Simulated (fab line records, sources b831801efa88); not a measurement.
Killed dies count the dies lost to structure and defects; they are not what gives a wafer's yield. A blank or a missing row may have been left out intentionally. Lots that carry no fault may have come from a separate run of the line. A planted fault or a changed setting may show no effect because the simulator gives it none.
fab line records    flow sky130
record lots=24  wafers=72  last_day=50
route steps=708 shown METAL2@484 VIA2@521 METAL3@563
lots that met no fault: taken from a fault-free run of the same line
start_h: hours from the record's first day to the start of the lot's first wafer shown    wait_h: hours since the lot's step before    " repeats the value in the row above    L1.1+2: a single row standing in for several wafers    - no value present, or no start provided    * or withheld: withheld    < > ~ a bound
route shown NAME@n: names a module that has steps shown in the file, with the first one's number in the route    usual: mean/standard deviation taken from wafers without a fault    same: alike in all rows    chamber/n: place in a boat    sites: readings site by site    _std_site: how widely they spread, as a standard deviation    _edge_site: outer sites' mean less inner sites'    radius_mm: for every site, how far away it sits from the centre of the wafer    mask NAME#n: copy n    behind: the most recent tool/chamber to have shaped the wafer    hold: why the lot went on hold/how many hours it stayed there/how the hold came to an end    device: names the non-switching transistor (n, p or np)    end of line: the same wafers' tests at the end of the route    a step without rows: its recipe alone    killed: count of dies lost to structure and defects at first sort (not the wafer's yield)    map: the dies of a wafer, with x for killed, . for not killed, _ for no die there
set.NAME: the run value of the setting; set.NAME@STEP: its run value at that earlier step    model.NAME: the simulator's own value behind a step, which no gauge read
route steps across a sampled set of lots; one table per step, one row per wafer
services: from which hour (start_h, from the record's first day; less than 0 if before it) a tool's chamber was out of use, for how many hours, and why
## steps
# step SKY_METAL2_SPUTTER_01
# recipe material=TiN  target_thk_nm=20  power_w=6500  time_s=16.7  chamber_pressure_pa=0.4
# usual chamber_pressure_pa=0.4000/0.00082  throttle_valve_pct=30.2/0.7
# same time_s=16.7
lot.wafer  tool            chamber  start_h  wait_h  chamber_pressure_pa  throttle_valve_pct
L074.1     pvd_sputter-01  -        792.11   0.0     0.3996               31.3
L074.3     "               -        "        "       0.4000               30.0
L074.5     "               -        "        "       0.4006               30.7
L075.2     pvd_sputter-03  -        794.16   0.0     0.3987               30.9
L075.3     "               -        "        "       0.3996               29.2
L075.5     "               -        "        "       0.3988               30.7
L076.2     pvd_sputter-01  -        808.08   0.0     0.3989               31.1
L076.5     "               -        "        "       0.3995               31.2
L076.6     "               -        "        "       0.3992               30.1
L077.1     pvd_sputter-03  -        809.23   0.0     0.4002               29.4
L077.4     "               -        "        "       0.3996               30.6
L077.6     "               -        "        "       0.3990               30.7
L078.1     pvd_sputter-02  -        820.98   0.0     0.4009               29.4
L078.4     "               -        "        "       0.4004               30.0
L078.6     "               -        "        "       0.4011               29.9
L079.2     pvd_sputter-02  -        832.02   0.0     0.3998               29.1
L079.4     "               -        "        "       0.3997               29.9
L079.5     "               -        "        "       0.4006               29.9
L080.2     pvd_sputter-01  -        839.41   0.0     0.4005               30.9
L080.3     "               -        "        "       0.3991               31.4
L080.5     "               -        "        "       0.4007               31.0
L081.1     pvd_sputter-01  -        842.30   0.0     0.4006               31.3
L081.3     "               -        "        "       0.3985               29.7
L081.6     "               -        "        "       0.3995               31.2
L083.2     pvd_sputter-03  -        875.27   0.0     0.4002               29.4
L083.3     "               -        "        "       0.3992               29.7
L083.5     "               -        "        "       0.4005               29.4
L082.1     pvd_sputter-03  -        876.22   0.0     0.3997               29.4
L082.2     "               -        "        "       0.3997               30.0
L082.5     "               -        "        "       0.4002               29.3
L085.2     pvd_sputter-03  -        877.52   0.0     0.4004               29.5
L085.3     "               -        "        "       0.4010               30.7
L085.6     "               -        "        "       0.4013               30.8
L084.1     pvd_sputter-01  -        878.41   0.0     0.4005               31.7
L084.2     "               -        "        "       0.4005               31.3
L084.5     "               -        "        "       0.4009               31.5
L086.2     pvd_sputter-02  -        882.92   0.0     0.3985               29.8
L086.3     "               -        "        "       0.4002               29.2
L086.5     "               -        "        "       0.4000               29.7
L087.1     pvd_sputter-02  -        889.85   0.0     0.4002               29.8
L087.2     "               -        "        "       0.4007               29.2
L087.3     "               -        "        "       0.3996               29.7
L088.1     pvd_sputter-03  -        900.66   0.0     0.3998               29.6
L088.2     "               -        "        "       0.3999               29.8
L088.6     "               -        "        "       0.3999               30.7
L089.1     pvd_sputter-02  -        910.98   0.0     0.4012               29.8
L089.2     "               -        "        "       0.4006               29.9
L089.4     "               -        "        "       0.3989               29.4
L090.3     pvd_sputter-01  -        911.23   0.0     0.3997               30.0
L090.5     "               -        "        "       0.4004               30.8
L090.6     "               -        "        "       0.4000               30.7
L092.2     pvd_sputter-01  -        921.33   0.0     0.3996               31.1
L092.3     "               -        "        "       0.3978               30.0
L092.6     "               -        "        "       0.3996               29.9
L091.3     pvd_sputter-02  -        921.97   0.0     0.3995               30.0
L091.4     "               -        "        "       0.4002               29.5
L091.6     "               -        "        "       0.4005               29.9
L093.1     pvd_sputter-01  -        928.87   0.0     0.4005               30.5
L093.2     "               -        "        "       0.3998               31.4
L093.5     "               -        "        "       0.3990               31.1
L094.2     pvd_sputter-01  -        932.52   0.0     0.4002               31.5
L094.3     "               -        "        "       0.3997               30.1
L094.4     "               -        "        "       0.3999               30.0
L095.1     pvd_sputter-02  -        939.71   0.0     0.4003               29.2
L095.3     "               -        "        "       0.3995               29.7
L095.5     "               -        "        "       0.4000               30.1
L096.1     pvd_sputter-03  -        951.11   0.0     0.4013               30.7
L096.3     "               -        "        "       0.4005               30.0
L096.4     "               -        "        "       0.4002               29.8
L097.2     pvd_sputter-02  -        953.26   0.0     0.4005               29.9
L097.4     "               -        "        "       0.3998               29.4
L097.5     "               -        "        "       0.4010               30.0
# step SKY_METAL2_OVL_MEAS_16
# usual METAL2_OVL=1/4.5
lot.wafer  tool        chamber  start_h  wait_h  METAL2_OVL[nm]
L074.1     overlay-02  -        818.95   0.1     1
L074.3     "           -        "        "       8
L074.5     "           -        "        "       0
L075.2     overlay-01  -        820.84   0.1     -1
L075.3     "           -        "        "       -5
L075.5     "           -        "        "       4
L076.2     overlay-01  -        835.09   0.1     -2
L076.5     "           -        "        "       -2
L076.6     "           -        "        "       0
L077.1     overlay-01  -        836.75   0.1     0
L077.4     "           -        "        "       0
L077.6     "           -        "        "       -5
L078.1     overlay-02  -        848.10   0.1     -4
L078.4     "           -        "        "       0
L078.6     "           -        "        "       -5
L079.2     overlay-01  -        858.00   0.1     -7
L079.4     "           -        "        "       -1
L079.5     "           -        "        "       2
L080.2     overlay-02  -        865.34   0.1     -4
L080.3     "           -        "        "       -2
L080.5     "           -        "        "       -2
L081.1     overlay-01  -        868.70   0.1     11
L081.3     "           -        "        "       8
L081.6     "           -        "        "       3
L083.2     overlay-01  -        901.40   0.1     10
L083.3     "           -        "        "       7
L083.5     "           -        "        "       5
L082.1     overlay-02  -        902.04   0.1     6
L082.2     "           -        "        "       6
L082.5     "           -        "        "       -4
L085.2     overlay-01  -        903.65   0.1     -4
L085.3     "           -        "        "       0
L085.6     "           -        "        "       0
L084.1     overlay-01  -        904.44   0.1     5
L084.2     "           -        "        "       -3
L084.5     "           -        "        "       1
L086.2     overlay-01  -        907.95   0.1     2
L086.3     "           -        "        "       0
L086.5     "           -        "        "       3
L087.1     overlay-02  -        914.85   0.1     0
L087.2     "           -        "        "       1
L087.3     "           -        "        "       -2
L088.1     overlay-01  -        926.49   0.1     -6
L088.2     "           -        "        "       -12
L088.6     "           -        "        "       -7
L089.1     overlay-01  -        936.39   0.1     4
L089.2     "           -        "        "       4
L089.4     "           -        "        "       12
L090.3     overlay-02  -        936.61   0.1     -2
L090.5     "           -        "        "       -5
L090.6     "           -        "        "       2
L092.2     overlay-01  -        946.29   0.1     10
L092.3     "           -        "        "       -5
L092.6     "           -        "        "       5
L091.3     overlay-02  -        946.81   0.1     6
L091.4     "           -        "        "       0
L091.6     "           -        "        "       -4
L093.1     overlay-01  -        953.10   0.1     1
L093.2     "           -        "        "       4
L093.5     "           -        "        "       5
L094.2     overlay-01  -        957.41   0.1     3
L094.3     "           -        "        "       1
L094.4     "           -        "        "       6
L095.1     overlay-01  -        964.04   0.1     9
L095.3     "           -        "        "       -4
L095.5     "           -        "        "       5
L096.1     overlay-02  -        975.15   0.1     2
L096.3     "           -        "        "       3
L096.4     "           -        "        "       -3
L097.2     overlay-02  -        976.61   0.1     5
L097.4     "           -        "        "       0
L097.5     "           -        "        "       -5
# step SKY_METAL2_ETCH_18
# recipe chemistry=N2/H2  target=BARC  ion_energy_ev=200  bias_w=100  pressure_mtorr=30  n2_flow_sccm=100  h2_flow_sccm=200  icp_w=500  stop_on=SiO2  time_s=45.9  target_depth_a=600
# usual drypump_motor_current_A=6.1/0.31  oes_product_au=0.854/0.0047  throttle_valve_pct=13.224/0.0087
# same time_s=45.9
lot.wafer  tool          chamber  start_h  wait_h  drypump_motor_current_A  oes_product_au  rf_hours_counter_h  throttle_valve_pct
L074.1     rie_metal-04  1        819.02   0.0     5.7                      0.853           1                   13.225
L074.3     "             0        "        "       5.8                      0.855           -                   13.203
L074.5     "             0        "        "       5.8                      0.856           -                   13.232
L075.2     rie_metal-01  0        820.90   0.0     6.3                      0.849           10                  13.224
L075.3     "             1        "        "       6.1                      0.850           -                   13.221
L075.5     "             1        "        "       6.1                      0.864           -                   13.241
L076.2     rie_metal-01  0        835.15   0.0     6.3                      0.857           10                  13.228
L076.5     "             0        "        "       6.3                      0.858           -                   13.228
L076.6     "             1        "        "       6.0                      0.848           -                   13.222
L077.1     rie_metal-04  1        836.81   0.0     5.6                      0.852           1                   13.234
L077.4     "             0        "        "       5.8                      0.856           -                   13.221
L077.6     "             1        "        "       5.7                      0.862           -                   13.218
L078.1     rie_metal-02  1        848.17   0.0     6.1                      0.852           17                  13.226
L078.4     "             0        "        "       6.6                      0.857           -                   13.223
L078.6     "             0        "        "       6.6                      0.848           -                   13.211
L079.2     rie_metal-04  0        858.06   0.0     5.8                      0.847           8                   13.218
L079.4     "             1        "        "       5.6                      0.856           -                   13.223
L079.5     "             1        "        "       5.6                      0.853           -                   13.233
L080.2     rie_metal-02  0        865.40   0.0     6.5                      0.853           5                   13.234
L080.3     "             0        "        "       6.5                      0.848           -                   13.218
L080.5     "             1        "        "       6.1                      0.850           -                   13.222
L081.1     rie_metal-01  1        868.76   0.0     6.1                      0.847           0                   13.217
L081.3     "             0        "        "       6.3                      0.857           -                   13.215
L081.6     "             1        "        "       6.1                      0.853           -                   13.233
L083.2     rie_metal-04  1        901.47   0.0     5.6                      0.856           4                   13.221
L083.3     "             1        "        "       5.6                      0.858           -                   13.228
L083.5     "             1        "        "       5.7                      0.860           -                   13.229
L082.1     rie_metal-01  0        902.10   0.0     6.3                      0.856           14                  13.216
L082.2     "             1        "        "       6.1                      0.860           2                   13.227
L082.5     "             0        "        "       6.3                      0.848           -                   13.219
L085.2     rie_metal-02  1        903.72   0.0     6.1                      0.854           1                   13.229
L085.3     "             0        "        "       6.5                      0.847           -                   13.234
L085.6     "             1        "        "       6.1                      0.848           -                   13.240
L084.1     rie_metal-01  0        904.50   0.0     6.3                      0.855           14                  13.241
L084.2     "             1        "        "       6.1                      0.853           2                   13.211
L084.5     "             1        "        "       6.1                      0.844           -                   13.218
L086.2     rie_metal-02  1        908.02   0.0     6.1                      0.850           1                   13.217
L086.3     "             1        "        "       6.1                      0.853           -                   13.221
L086.5     "             1        "        "       6.1                      0.843           -                   13.230
L087.1     rie_metal-04  1        914.94   0.1     5.6                      0.857           5                   13.223
L087.2     "             1        "        "       5.6                      0.853           -                   13.211
L087.3     "             1        "        "       5.7                      0.861           -                   13.216
L088.1     rie_metal-02  0        926.56   0.0     6.5                      0.853           8                   13.233
L088.2     "             1        "        "       6.1                      0.853           2                   13.221
L088.6     "             1        "        "       6.1                      0.846           -                   13.231
L089.1     rie_metal-02  0        936.45   0.0     6.6                      0.850           8                   13.225
L089.2     "             1        "        "       6.1                      0.853           3                   13.218
L089.4     "             0        "        "       6.6                      0.849           -                   13.225
L090.3     rie_metal-04  1        936.68   0.0     5.7                      0.850           -                   13.239
L090.5     "             0        "        "       5.8                      0.851           -                   13.214
L090.6     "             1        "        "       5.7                      0.855           -                   13.236
L092.2     rie_metal-04  1        946.35   0.0     5.6                      0.857           7                   13.231
L092.3     "             1        "        "       5.6                      0.854           -                   13.233
L092.6     "             1        "        "       5.6                      0.850           -                   13.215
L091.3     rie_metal-02  0        946.88   0.0     6.6                      0.859           -                   13.234
L091.4     "             1        "        "       6.1                      0.852           -                   13.243
L091.6     "             1        "        "       6.1                      0.858           -                   13.220
L093.1     rie_metal-02  1        953.17   0.0     6.1                      0.859           3                   13.235
L093.2     "             0        "        "       6.6                      0.868           9                   13.220
L093.5     "             0        "        "       6.5                      0.855           -                   13.234
L094.2     rie_metal-02  0        957.47   0.0     6.6                      0.857           10                  13.216
L094.3     "             1        "        "       6.1                      0.854           -                   13.232
L094.4     "             0        "        "       6.5                      0.865           -                   13.224
L095.1     rie_metal-02  0        964.10   0.0     6.5                      0.862           10                  13.223
L095.3     "             1        "        "       6.1                      0.853           -                   13.234
L095.5     "             0        "        "       6.5                      0.854           -                   13.213
L096.1     rie_metal-02  0        975.22   0.0     6.6                      0.850           10                  13.230
L096.3     "             0        "        "       6.6                      0.846           -                   13.215
L096.4     "             1        "        "       6.1                      0.855           -                   13.218
L097.2     rie_metal-01  0        976.67   0.0     6.3                      0.854           17                  13.238
L097.4     "             0        "        "       6.3                      0.854           -                   13.215
L097.5     "             0        "        "       6.3                      0.860           -                   13.229
# step SKY_METAL2_METAL_ETCH_19
# recipe target_depth_a=3600  stop_on=SiO2  over_etch_frac=0.3  time_s=78  chemistry=Cl2/BCl3  resist_sidewall_deg=88  pressure_mtorr=10  icp_w=900  bias_w=48.5  Cl2_flow_sccm=60  bcl3_flow_sccm=30
# usual drypump_motor_current_A=6.1/0.31  oes_product_au=0.853/0.0067  throttle_valve_pct=22.264/0.0087
# same time_s=78
lot.wafer  tool          chamber  start_h  wait_h  drypump_motor_current_A  oes_product_au  rf_hours_counter_h  throttle_valve_pct
L074.1     rie_metal-04  1        819.08   0.0     5.6                      0.851           1                   22.284
L074.3     "             0        "        "       5.8                      0.871           -                   22.278
L074.5     "             0        "        "       5.8                      0.856           -                   22.260
L075.2     rie_metal-01  0        820.97   0.0     6.3                      0.842           10                  22.256
L075.3     "             1        "        "       6.1                      0.852           -                   22.263
L075.5     "             1        "        "       6.1                      0.847           -                   22.269
L076.2     rie_metal-01  0        835.22   0.0     6.3                      0.856           10                  22.257
L076.5     "             0        "        "       6.3                      0.859           -                   22.264
L076.6     "             1        "        "       6.1                      0.856           -                   22.261
L077.1     rie_metal-04  1        836.88   0.0     5.6                      0.863           1                   22.259
L077.4     "             0        "        "       5.8                      0.839           -                   22.277
L077.6     "             1        "        "       5.6                      0.838           -                   22.262
L078.1     rie_metal-02  1        848.23   0.0     6.1                      0.860           17                  22.264
L078.4     "             0        "        "       6.5                      0.851           -                   22.275
L078.6     "             0        "        "       6.5                      0.855           -                   22.284
L079.2     rie_metal-04  0        858.13   0.0     5.8                      0.863           8                   22.260
L079.4     "             1        "        "       5.7                      0.864           -                   22.278
L079.5     "             1        "        "       5.6                      0.864           -                   22.267
L080.2     rie_metal-02  0        865.47   0.0     6.5                      0.853           5                   22.269
L080.3     "             0        "        "       6.5                      0.855           -                   22.244
L080.5     "             1        "        "       6.1                      0.846           -                   22.257
L081.1     rie_metal-01  1        868.83   0.0     6.1                      0.865           0                   22.273
L081.3     "             0        "        "       6.3                      0.844           -                   22.277
L081.6     "             1        "        "       6.1                      0.857           -                   22.253
L083.2     rie_metal-04  1        901.53   0.0     5.6                      0.850           4                   22.267
L083.3     "             1        "        "       5.7                      0.850           -                   22.268
L083.5     "             1        "        "       5.6                      0.859           -                   22.261
L082.1     rie_metal-01  0        902.17   0.0     6.3                      0.856           14                  22.267
L082.2     "             1        "        "       6.0                      0.844           2                   22.263
L082.5     "             0        "        "       6.3                      0.847           -                   22.271
L085.2     rie_metal-02  1        903.78   0.0     6.1                      0.846           1                   22.277
L085.3     "             0        "        "       6.6                      0.861           -                   22.262
L085.6     "             1        "        "       6.1                      0.857           -                   22.249
L084.1     rie_metal-01  0        904.57   0.0     6.2                      0.854           14                  22.259
L084.2     "             1        "        "       6.1                      0.857           2                   22.268
L084.5     "             1        "        "       6.1                      0.861           -                   22.260
L086.2     rie_metal-02  1        908.08   0.0     6.1                      0.851           1                   22.258
L086.3     "             1        "        "       6.1                      0.849           -                   22.281
L086.5     "             1        "        "       6.1                      0.854           -                   22.270
L087.1     rie_metal-04  1        915.07   0.1     5.6                      0.856           5                   22.271
L087.2     "             1        "        "       5.6                      0.859           -                   22.256
L087.3     "             1        "        "       5.6                      0.856           -                   22.273
L088.1     rie_metal-02  0        926.65   0.1     6.5                      0.849           8                   22.261
L088.2     "             1        "        "       6.1                      0.843           2                   22.262
L088.6     "             1        "        "       6.1                      0.852           -                   22.271
L089.1     rie_metal-02  0        936.52   0.0     6.5                      0.852           8                   22.273
L089.2     "             1        "        "       6.1                      0.845           3                   22.269
L089.4     "             0        "        "       6.5                      0.852           -                   22.274
L090.3     rie_metal-04  1        936.76   0.1     5.7                      0.865           -                   22.259
L090.5     "             0        "        "       5.8                      0.842           -                   22.271
L090.6     "             1        "        "       5.6                      0.846           -                   22.266
L092.2     rie_metal-04  1        946.42   0.0     5.6                      0.840           7                   22.260
L092.3     "             1        "        "       5.6                      0.854           -                   22.261
L092.6     "             1        "        "       5.7                      0.859           -                   22.261
L091.3     rie_metal-02  0        946.96   0.1     6.5                      0.862           -                   22.248
L091.4     "             1        "        "       6.1                      0.856           -                   22.259
L091.6     "             1        "        "       6.1                      0.843           -                   22.253
L093.1     rie_metal-02  1        953.23   0.0     6.1                      0.844           3                   22.238
L093.2     "             0        "        "       6.5                      0.852           9                   22.261
L093.5     "             0        "        "       6.5                      0.851           -                   22.274
L094.2     rie_metal-02  0        957.53   0.0     6.6                      0.858           10                  22.274
L094.3     "             1        "        "       6.1                      0.848           -                   22.244
L094.4     "             0        "        "       6.5                      0.862           -                   22.270
L095.1     rie_metal-02  0        964.17   0.0     6.6                      0.858           10                  22.272
L095.3     "             1        "        "       6.1                      0.851           -                   22.263
L095.5     "             0        "        "       6.5                      0.863           -                   22.253
L096.1     rie_metal-02  0        975.28   0.0     6.5                      0.855           10                  22.266
L096.3     "             0        "        "       6.6                      0.845           -                   22.263
L096.4     "             1        "        "       6.1                      0.859           -                   22.265
L097.2     rie_metal-01  0        976.73   0.0     6.3                      0.864           17                  22.262
L097.4     "             0        "        "       6.2                      0.856           -                   22.258
L097.5     "             0        "        "       6.3                      0.864           -                   22.265
# step SKY_VIA2_ETCH_14
# recipe chemistry=N2/H2  target=BARC  ion_energy_ev=200  source_w=500  bias_w=100  pressure_mtorr=30  n2_flow_sccm=100  h2_flow_sccm=200  stop_on=SiO2  time_s=45.9  target_depth_a=600
# usual drypump_motor_current_A=5.6/0.37  oes_product_au=0.854/0.0047  throttle_valve_pct=13.226/0.0089
# same time_s=45.9
lot.wafer  tool         chamber  start_h  wait_h  drypump_motor_current_A  oes_product_au  rf_hours_counter_h  throttle_valve_pct
L074.1     rie_diel-02  1        846.74   0.0     5.7                      0.854           23                  13.238
L074.3     "            2        "        "       5.8                      0.849           7                   13.227
L074.5     "            1        "        "       5.7                      0.857           -                   13.234
L075.2     rie_diel-04  0        848.79   0.0     5.3                      0.851           26                  13.221
L075.3     "            2        "        "       6.0                      0.850           4                   13.216
L075.5     "            2        "        "       6.0                      0.845           -                   13.234
L076.2     rie_diel-01  0        862.33   0.0     5.9                      0.859           11                  13.213
L076.5     "            0        "        "       5.8                      0.850           -                   13.227
L076.6     "            2        "        "       5.1                      0.857           -                   13.237
L077.1     rie_diel-04  2        863.49   0.0     5.9                      0.855           4                   13.214
L077.4     "            3        "        "       5.0                      0.853           -                   13.220
L077.6     "            2        "        "       6.0                      0.852           -                   13.222
L078.1     rie_diel-04  3        875.24   0.0     5.0                      0.858           18                  13.225
L078.4     "            2        "        "       6.0                      0.862           5                   13.228
L078.6     "            0        "        "       5.3                      0.850           -                   13.212
L079.2     rie_diel-01  0        884.94   0.0     5.8                      0.862           12                  13.225
L079.4     "            2        "        "       5.0                      0.856           4                   13.224
L079.5     "            2        "        "       5.0                      0.849           -                   13.231
L080.2     rie_diel-01  3        892.99   0.0     5.3                      0.858           16                  13.225
L080.3     "            0        "        "       5.8                      0.851           12                  13.219
L080.5     "            0        "        "       5.8                      0.858           -                   13.204
L081.1     rie_diel-02  3        894.74   0.0     6.0                      0.848           6                   13.226
L081.3     "            0        "        "       5.5                      0.848           15                  13.219
L081.6     "            0        "        "       5.5                      0.863           -                   13.233
L083.2     rie_diel-01  0        928.03   0.0     5.8                      0.856           12                  13.241
L083.3     "            1        "        "       6.1                      0.847           7                   13.230
L083.5     "            3        "        "       5.3                      0.849           -                   13.240
L082.1     rie_diel-01  2        928.97   0.0     5.0                      0.861           5                   13.224
L082.2     "            0        "        "       5.9                      0.855           12                  13.217
L082.5     "            1        "        "       6.1                      0.848           -                   13.225
L085.2     rie_diel-04  2        930.68   0.0     5.9                      0.850           7                   13.229
L085.3     "            3        "        "       5.0                      0.858           20                  13.232
L085.6     "            3        "        "       5.0                      0.848           -                   13.227
L084.1     rie_diel-02  2        931.03   0.0     5.8                      0.855           9                   13.227
L084.2     "            3        "        "       6.0                      0.852           7                   13.215
L084.5     "            0        "        "       5.5                      0.848           -                   13.230
L086.2     rie_diel-02  2        934.89   0.0     5.8                      0.860           9                   13.211
L086.3     "            0        "        "       5.4                      0.857           16                  13.227
L086.5     "            1        "        "       5.7                      0.849           -                   13.227
L087.1     rie_diel-01  1        940.73   0.0     6.1                      0.861           7                   13.240
L087.2     "            3        "        "       5.3                      0.854           18                  13.234
L087.3     "            0        "        "       5.8                      0.853           13                  13.212
L088.1     rie_diel-04  1        951.74   0.0     5.6                      0.858           21                  13.231
L088.2     "            0        "        "       5.3                      0.854           0                   13.227
L088.6     "            3        "        "       5.0                      0.851           -                   13.218
L089.1     rie_diel-01  2        961.88   0.0     5.0                      0.861           6                   13.207
L089.2     "            0        "        "       5.9                      0.854           13                  13.223
L089.4     "            3        "        "       5.3                      0.849           18                  13.213
L090.3     rie_diel-04  1        961.99   0.0     5.6                      0.855           22                  13.216
L090.5     "            1        "        "       5.6                      0.857           -                   13.241
L090.6     "            2        "        "       6.0                      0.857           -                   13.244
L092.2     rie_diel-04  1        971.87   0.0     5.6                      0.854           22                  13.233
L092.3     "            3        "        "       5.0                      0.854           21                  13.210
L092.6     "            2        "        "       5.9                      0.857           -                   13.238
L091.3     rie_diel-04  2        972.59   0.0     6.0                      0.855           8                   13.225
L091.4     "            1        "        "       5.6                      0.852           22                  13.222
L091.6     "            1        "        "       5.6                      0.861           -                   13.233
L093.1     rie_diel-02  3        978.53   0.0     6.0                      0.861           8                   13.216
L093.2     "            2        "        "       5.8                      0.856           10                  13.232
L093.5     "            1        "        "       5.7                      0.856           -                   13.213
L094.2     rie_diel-01  1        983.22   0.0     6.1                      0.858           9                   13.227
L094.3     "            2        "        "       5.0                      0.850           6                   13.209
L094.4     "            0        "        "       5.8                      0.857           14                  13.239
L095.1     rie_diel-02  2        989.68   0.0     5.8                      0.850           11                  13.224
L095.3     "            1        "        "       5.7                      0.866           28                  13.224
L095.5     "            1        "        "       5.7                      0.853           -                   13.226
L096.1     rie_diel-01  3        999.87   0.0     5.3                      0.852           19                  13.237
L096.3     "            0        "        "       5.8                      0.855           14                  13.233
L096.4     "            1        "        "       6.1                      0.855           9                   13.225
L097.2     rie_diel-04  2        1002.32  0.0     6.0                      0.853           9                   13.224
L097.4     "            1        "        "       5.6                      0.854           23                  13.225
L097.5     "            0        "        "       5.3                      0.854           -                   13.238
# step SKY_METAL3_CD_MEAS_13
# recipe target_cd_nm=300
# usual cd_nm=300.1/1.3
lot.wafer  tool       chamber  start_h  wait_h  cd_nm
L074.1     cd_sem-02  -        900.83   -       301.2
L074.3     "          -        "        "       302.3
L074.5     "          -        "        "       300.3
L075.2     cd_sem-02  -        901.65   -       296.6
L075.3     "          -        "        "       297.8
L075.5     "          -        "        "       297.7
L076.2     cd_sem-02  -        915.20   -       300.7
L076.5     "          -        "        "       298.6
L076.6     "          -        "        "       299.6
L077.1     cd_sem-02  -        917.23   -       301.0
L077.4     "          -        "        "       301.5
L077.6     "          -        "        "       302.5
L078.1     cd_sem-01  -        928.18   -       299.6
L078.4     "          -        "        "       298.6
L078.6     "          -        "        "       298.9
L079.2     cd_sem-01  -        936.64   -       298.6
L079.4     "          -        "        "       298.0
L079.5     "          -        "        "       299.7
L080.2     cd_sem-02  -        945.15   -       300.1
L080.3     "          -        "        "       298.7
L080.5     "          -        "        "       299.4
L081.1     cd_sem-01  -        946.08   -       302.4
L081.3     "          -        "        "       301.0
L081.6     "          -        "        "       301.3
L083.2     cd_sem-01  -        978.90   -       299.5
L083.3     "          -        "        "       301.1
L083.5     "          -        "        "       299.6
L082.1     cd_sem-01  -        980.63   -       299.5
L082.2     "          -        "        "       300.6
L082.5     "          -        "        "       299.1
L085.2     cd_sem-02  -        981.25   -       299.3
L085.3     "          -        "        "       300.4
L085.6     "          -        "        "       299.8
L084.1     cd_sem-01  -        981.28   -       301.1
L084.2     "          -        "        "       303.1
L084.5     "          -        "        "       301.9
L086.2     cd_sem-02  -        984.70   -       300.6
L086.3     "          -        "        "       301.8
L086.5     "          -        "        "       302.0
L087.1     cd_sem-01  -        991.13   -       301.4
L087.2     "          -        "        "       301.1
L087.3     "          -        "        "       300.4
L088.1     cd_sem-02  -        1000.87  -       300.4
L088.2     "          -        "        "       302.0
L088.6     "          -        "        "       302.0
L089.1     cd_sem-02  -        1011.28  -       298.9
L089.2     "          -        "        "       298.4
L089.4     "          -        "        "       298.2
L090.3     cd_sem-02  -        1011.67  -       300.8
L090.5     "          -        "        "       300.3
L090.6     "          -        "        "       301.8
L092.2     cd_sem-02  -        1019.30  -       299.0
L092.3     "          -        "        "       298.1
L092.6     "          -        "        "       298.7
L091.3     cd_sem-02  -        1021.07  -       299.5
L091.4     "          -        "        "       300.1
L091.6     "          -        "        "       299.1
L093.1     cd_sem-01  -        1026.82  -       299.3
L093.2     "          -        "        "       300.4
L093.5     "          -        "        "       299.7
L094.2     cd_sem-02  -        1032.05  -       299.7
L094.3     "          -        "        "       299.5
L094.4     "          -        "        "       300.7
L095.1     cd_sem-02  -        1038.13  -       300.9
L095.3     "          -        "        "       301.3
L095.5     "          -        "        "       300.4
L096.1     cd_sem-02  -        1047.88  -       299.2
L096.3     "          -        "        "       299.8
L096.4     "          -        "        "       300.0
L097.2     cd_sem-01  -        1049.10  -       299.2
L097.4     "          -        "        "       300.3
L097.5     "          -        "        "       299.6
## services
tool            chamber  start_h  hours  kind
rie_diel-01     -        778.39   1.7    repair
rie_metal-02    1        800.66   10.9   repair
pvd_sputter-03  -        825.22   1.5    repair
rie_diel-01     1        842.13   5.8    repair
rie_diel-04     1        847.79   16.5   repair
rie_diel-01     2        847.86   9.0    repair
rie_diel-02     3        848.95   6.5    repair
rie_metal-01    1        852.15   1.1    repair
pvd_sputter-02  -        853.85   2.6    repair
pvd_sputter-02  -        855.79   0.5    repair
rie_diel-01     3        858.14   7.4    repair
rie_diel-01     1        871.64   2.4    repair
pvd_sputter-03  -        873.51   0.6    repair
rie_diel-04     1        886.79   6.4    repair
pvd_sputter-01  -        889.57   2.6    repair
rie_metal-04    0        903.35   16.0   repair
rie_diel-04     1        914.45   2.8    repair
rie_diel-01     2        951.73   6.9    repair
rie_diel-01     0        963.75   8.9    repair
rie_diel-01     -        974.22   2.8    pm
rie_diel-04     1        977.49   1.9    repair
rie_diel-02     -        981.53   0.2    repair
rie_metal-02    1        989.84   4.6    repair
rie_diel-01     1        990.16   4.0    repair
## key
fault none
